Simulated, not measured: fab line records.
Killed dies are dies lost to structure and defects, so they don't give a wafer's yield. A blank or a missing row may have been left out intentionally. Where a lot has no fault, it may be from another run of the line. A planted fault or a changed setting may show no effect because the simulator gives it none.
What tool caused it? ; flow gf180mcu ; Sampling: 12 lots, 36 wafers, 2 of 602 route steps

== WHAT THE GAUGES READ, wafer by wafer ==
GF_CONTACT_THK_MEAS_03.
lot;measured;on;CONTACT_CVD_02_THK (nm)
L076;day 15 23:26;filmMetro-01;849 839 868
L077;day 16 08:55;filmMetro-02;843 861 864
L079;day 16 22:44;filmMetro-01;840 847 857
L081;day 17 19:34;filmMetro-03;845 863 851
L083;day 18 09:16;filmMetro-03;853 849 859
L085;day 19 03:38;filmMetro-02;855 869 863
L087;day 19 20:20;filmMetro-01;851 844 858
L089;day 20 13:58;filmMetro-02;851 850 852
L091;day 21 08:16;filmMetro-03;843 870 876
L093;day 22 07:14;filmMetro-03;856 860 870
L095;day 22 13:53;filmMetro-01;856 859 876
L097;day 23 07:46;filmMetro-03;850 866 868

== TOOL THAT RAN EACH LOT (tool first, then ch and the chambers of the sampled wafers, then the start) ==
lot;GF_CONTACT_CVD_02
L076;pecvd-04 ch 0,2, day 15 23:22
L077;pecvd-04 ch 0,1, day 16 08:50
L079;pecvd-02 ch 1,2, day 16 22:40
L081;pecvd-02 ch 0,1,2, day 17 19:30
L083;pecvd-04 ch 0,1,2, day 18 09:11
L085;pecvd-02 ch 0,1,2, day 19 03:34
L087;pecvd-04 ch 0,1,2, day 19 20:15
L089;pecvd-04 ch 0,1,2, day 20 13:53
L091;pecvd-03 ch 0,1,2, day 21 08:11
L093;pecvd-03 ch 0,1, day 22 07:10
L095;pecvd-02 ch 0,1,2, day 22 13:49
L097;pecvd-03 ch 0,1, day 23 07:41
- GF_CONTACT_CVD_02: deposits SiO2 from TEOS, target thk 860 nm, time 95.992 s.

== THE ANSWER, worked out from the rows above alone ==
Rule: the lots themselves supply what counts as usual. The widest of any qualifying gaps counts: lots, ordered by their means at a reading, are off when they make up no more than a third of the lots, leave a main group of 4 or more, and stand apart from it by 3 or more times the standard deviation of that group's means. The tables above print the reading to a certain number of digits; a main group whose means all agree to those digits is not used. Also off: a lot with no number at a reading for which 4 or more lots have one. All remaining lots with rows at the step are treated as sound.
None of the lots is off at any reading shown; this tells nothing.

== WHAT THE SIMULATOR HAD INSERTED ==
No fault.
